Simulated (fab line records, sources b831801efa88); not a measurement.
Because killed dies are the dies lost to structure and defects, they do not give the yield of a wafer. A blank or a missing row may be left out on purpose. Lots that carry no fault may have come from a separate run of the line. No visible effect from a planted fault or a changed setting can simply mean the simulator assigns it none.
Comparing a struck lot with a sound one | flow sfq-line | 41 steps out of a route of 325
Sound: the wafers L662.3, L662.4, L662.5. Struck: wafer L658.3 (left out: L658.2, a lot-mate that was not struck); the cause follows at the end.
Each step with rows lists, per side, the tool, then ch with its chambers, then its first start. Under that, the readings that differ: sound wafers | struck wafers | difference of the means | sigmas: that difference in standard deviations of wafers without a fault.
alike: readings with means less than 2 such deviations apart, plus words and numbers identical on both sides. not compared: withheld readings, readings lacking a value on some wafer, bounds such as >300 that could conceal the same value, and numbers that have no deviation in the record and whose values overlap.
Wherever a step has rows on one side only, a row that says differs or no value, or a row with sigmas, the two part there. Numbers that have no deviation but don't overlap get no sigmas and don't part them. A reading that every wafer of one side lacks parts them only if that side has two wafers or more.

first, 2 steps without rows for these wafers: SFQ_TRILAYER_M0_DEP_PRE_CLEAN_020 (time 15 s); SFQ_TRILAYER_M0_DEP_SPUTTER_019 (material Nb, target thk 200 nm, time 133.3 s).
SFQ_M0_RS_MEAS_904: a four-point-probe measurement.
  struck on film-metro-01, day 12 05:21; sound on film-metro-03, day 13 03:46
  reading           | sound             | struck | difference | sigmas
  M0_NB_RS (ohm/sq) | 0.889 0.898 0.895 | 0.871  | -0.023     | -3
then, 6 steps without rows for these wafers: SFQ_TRILAYER_M0_LITHO_COAT_026 (resist thk 62 nm); SFQ_TRILAYER_M0_LITHO_COAT_021 (resist thk 600 nm); SFQ_TRILAYER_M0_LITHO_SOFTBAKE_025; SFQ_TRILAYER_M0_LITHO_EXPOSE_022 (exposes mask M0, target cd 500 nm); SFQ_TRILAYER_M0_LITHO_PEB_024 (peb time 60 s); SFQ_TRILAYER_M0_LITHO_DEVELOP_023 (time 60 s).
SFQ_M0_OVL_MEAS_906:
  struck on overlay-02, day 12 11:05; sound on overlay-02, day 17 10:35
  alike: M0_OVL
SFQ_TRILAYER_M0_BARC_OPEN_METAL_ETCH_031: etches BARC in O2, target depth 125 nm, time 41.7 s.
  sound on rie-metal-03 ch 0,1, day 17 10:37; struck on rie-metal-01 ch 1, day 12 11:07
  alike: drypump-motor-current-A, oes-product-au, run-length-s
  not compared: rf-hours-counter-h
SFQ_TRILAYER_M0_ETCH_METAL_ETCH_024: etches Nb in Cl2/Ar, stops on SiO2, target depth 240 nm, time 120 s.
  sound on rie-metal-03 ch 0,1, day 17 10:42; struck on rie-metal-01 ch 1, day 12 11:11
  reading                                             | sound             | struck | difference | sigmas
  oes-product-au (a.u.)                               | 0.895 0.886 0.898 | 0.998  | +0.105     | +15
  run-length-s (s)                                    | 148.3 147.5 148.3 | 121.6  | -26.4      | -70
  model.KrF_of_TRILAYER_M0_LITHO_COAT_021.thk-nm (nm) | 381.5 383 381.9   | 412.6  | +30.5      |
  model.M0.feature-depth-nm (nm)                      | 199.9 198.1 199.2 | 188    | -11        |
  model.etch.depth-nm (nm)                            | 199.9 198.1 199.2 | 188    | -11        |
  alike: drypump-motor-current-A
  not compared: rf-hours-counter-h
then, 2 steps without rows for these wafers: SFQ_TRILAYER_M0_STRIP_STRIP_025 (strips in O2); SFQ_TRILAYER_M0_STRIP_SOLV_CLEAN_026 (cleans in NMP, time 600 s).
SFQ_TRILAYER_I0_DEP_PECVD_027: deposits SiO2 from SiH4/N2O, time 111.11 s, target thk 500 nm.
  sound on pecvd-04 ch 0,1, day 17 11:34; struck on pecvd-01 ch 1, day 12 12:05
  alike: heater-power-w, throttle-valve-pct
SFQ_TRILAYER_I0_CMP_CMP_028: polishes SiO2.
  sound on cmp-01 ch 0,3, day 17 14:02; struck on cmp-01 ch 3, day 12 14:17
  alike: motor-current-A, time-to-endpoint-s
SFQ_I0_BOW_MEAS_907:
  struck on film-metro-01, day 12 15:48; sound on film-metro-01, day 17 17:05
  alike: I0_BOW
SFQ_TRILAYER_I0_METRO_MEASURE_029:
  struck on film-metro-01, day 12 16:06; sound on film-metro-01, day 17 17:34
  alike: thk-nm
then, 6 steps without rows for these wafers: SFQ_TRILAYER_I0_VIA_LITHO_COAT_036 (resist thk 62 nm); SFQ_TRILAYER_I0_VIA_LITHO_COAT_031 (resist thk 650 nm); SFQ_TRILAYER_I0_VIA_LITHO_SOFTBAKE_035; SFQ_TRILAYER_I0_VIA_LITHO_EXPOSE_032 (exposes mask I0, target cd 500 nm); SFQ_TRILAYER_I0_VIA_LITHO_PEB_034 (peb time 60 s); SFQ_TRILAYER_I0_VIA_LITHO_DEVELOP_033 (time 60 s).
-- the record jumps here: 4 days lie between the struck wafers' starts before and after --
SFQ_I0_OVL_MEAS_908:
  struck on overlay-02, day 16 23:46; sound on overlay-01, day 17 20:37
  alike: I0_OVL
then, 5 steps without rows for these wafers: SFQ_TRILAYER_I0_VIA_BARC_OPEN_VIA_ETCH_046 (etches BARC in O2, target depth 125 nm, time 41.7 s); SFQ_TRILAYER_I0_VIA_ETCH_VIA_ETCH_034 (etches SiO2 in CHF3, stops on Nb, target depth 260 nm); SFQ_TRILAYER_I0_VIA_STRIP_STRIP_035 (strips in O2); SFQ_TRILAYER_I0_VIA_STRIP_SOLV_CLEAN_036 (cleans in NMP, time 600 s); SFQ_TRILAYER_M1_DEP_PRE_CLEAN_038 (time 22.5 s).
SFQ_TRILAYER_M1_DEP_SPUTTER_037: material Nb, target thk 200 nm, time 133.3 s.
  struck on pvd-sputter-06, day 17 00:46; sound on pvd-sputter-06, day 17 21:36
  alike: throttle-valve-pct
SFQ_M1_RS_MEAS_909: a four-point-probe measurement.
  struck on film-metro-03, day 17 00:53; sound on film-metro-04, day 17 21:44
  alike: M1_NB_RS
then, 6 steps without rows for these wafers: SFQ_TRILAYER_M1_LITHO_COAT_044 (resist thk 62 nm); SFQ_TRILAYER_M1_LITHO_COAT_039 (resist thk 600 nm); SFQ_TRILAYER_M1_LITHO_SOFTBAKE_043; SFQ_TRILAYER_M1_LITHO_EXPOSE_040 (exposes mask M1, target cd 500 nm); SFQ_TRILAYER_M1_LITHO_PEB_042 (peb time 60 s); SFQ_TRILAYER_M1_LITHO_DEVELOP_041 (time 60 s).
-- the record jumps here: 6 days lie between the struck wafers' starts before and after --
SFQ_M1_OVL_MEAS_911:
  struck on overlay-02, day 23 08:18; sound on overlay-01, day 24 07:37
  alike: M1_OVL
then, 1 step without rows for these wafers: SFQ_TRILAYER_M1_BARC_OPEN_METAL_ETCH_054 (etches BARC in O2, target depth 125 nm, time 41.7 s).
-- the record jumps here: 60 days lie between the struck wafers' starts before and after --
SFQ_M8_BOW_MEAS_951:
  struck on film-metro-01, day 82 23:38; sound on film-metro-04, day 83 12:52
  alike: M8_BOW
  not compared: model.etest.m0.comb-log10-ohm

## WHERE THEY PART
At SFQ_M0_RS_MEAS_904 first; at SFQ_TRILAYER_M0_ETCH_METAL_ETCH_024 last (within this record only). Later steps at which nothing parts them and some readings are alike: SFQ_TRILAYER_I0_DEP_PECVD_027, SFQ_TRILAYER_I0_CMP_CMP_028, SFQ_I0_BOW_MEAS_907, SFQ_TRILAYER_I0_METRO_MEASURE_029, SFQ_I0_OVL_MEAS_908, SFQ_TRILAYER_M1_DEP_SPUTTER_037, SFQ_M1_RS_MEAS_909, SFQ_M1_OVL_MEAS_911, SFQ_M8_BOW_MEAS_951.

WHY: whatever the simulator had introduced
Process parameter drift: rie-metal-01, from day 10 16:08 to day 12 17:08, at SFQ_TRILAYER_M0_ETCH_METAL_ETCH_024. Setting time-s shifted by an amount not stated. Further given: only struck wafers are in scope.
